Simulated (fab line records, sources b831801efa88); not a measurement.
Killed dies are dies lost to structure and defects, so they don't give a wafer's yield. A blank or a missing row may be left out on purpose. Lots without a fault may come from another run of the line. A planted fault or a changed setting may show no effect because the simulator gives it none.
One fault seen from 2 desks | flow sky130 | each desk has only its own numbers; what lay behind them comes last

THE METROLOGY DESK
What the gauges read, lot by lot, whatever tool the lot ran on: means of the sampled wafers that have a number. A lot is out of limits, marked OUT, if its mean lies more than 4 standard deviations from the usual mean; the brackets give that distance.
Columns: A = cd_nm at SKY_LDD_P_CD_MEAS_07, usual 380.2 nm; B = LDD_P_TW at SKY_LDD_P_TW_MEAS_11, usual 636
lot  | first seen here | A     | B
L824 | day 18 18:24    | 378.1 | 631
L825 | day 19 01:34    | 378.3 | 631
L826 | day 19 11:52    | 382.6 | 632
L827 | day 20 04:40    | 381.4 | 639
L830 | day 21 12:22    | 379.1 | 635
L833 | day 22 13:39    | 375.4 | 634
L834 | day 22 18:29    | 385.7 | 632
L839 | day 25 00:40    | 380.2 | 626
L841 | day 25 22:43    | 380.5 | 618
L843 | day 26 09:16    | 377.3 | 635
L847 | day 27 01:59    | 381.1 | 628
L846 | day 27 07:46    | 379.2 | 625
This desk's finding: nothing out of limits on any of the 12 lots.

THE TOOL OWNER'S DESK: implanter-04
The tool's own readings at SKY_LDD_P_IMPLANT_09: means of the sampled wafers that have a number, for each lot that ran on this tool. A lot is out of limits, marked OUT, if its mean lies more than 4 standard deviations from the usual mean; the brackets give that distance.
Columns: A = dose_ions_cm2 at SKY_LDD_P_IMPLANT_09, usual 9.999e+12; B = faraday_current_uA at SKY_LDD_P_IMPLANT_09, usual 56.4
lot  | first seen here | A                   | B
L824 | day 18 18:33    | 1.000e+13           | 56.1
L827 | day 20 04:50    | 9.992e+12           | 55.1
L834 | day 22 18:39    | 9.992e+12           | 56.3
L839 | day 25 00:50    | 9.168e+12 (-69) OUT | 51.5 (-4.9) OUT
L841 | day 25 22:52    | 9.185e+12 (-68) OUT | 51.5 (-4.9) OUT
This desk's finding: out of limits on L839, L841; first on L839, day 25 00:50 (dose_ions_cm2 at SKY_LDD_P_IMPLANT_09). In limits: L824, L827, L834.

PUT TOGETHER
The tool owner's desk could have raised an alarm at day 25 00:50, on L839, L841.
The metrology desk saw nothing out of limits.
The metrology desk has L839, L841 on record, within its limits.
Of the lots named, all ran SKY_LDD_P_IMPLANT_09 on implanter-04.

WHAT THE SIMULATOR HAD PUT IN
Process parameter drift: implanter-04, from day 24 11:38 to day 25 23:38, at SKY_LDD_P_IMPLANT_09. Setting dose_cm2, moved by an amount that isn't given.
Lots struck among those shown: L839, L841.
Hours from the fault's start to each desk's first reading out of limits: the tool owner's desk, 13.
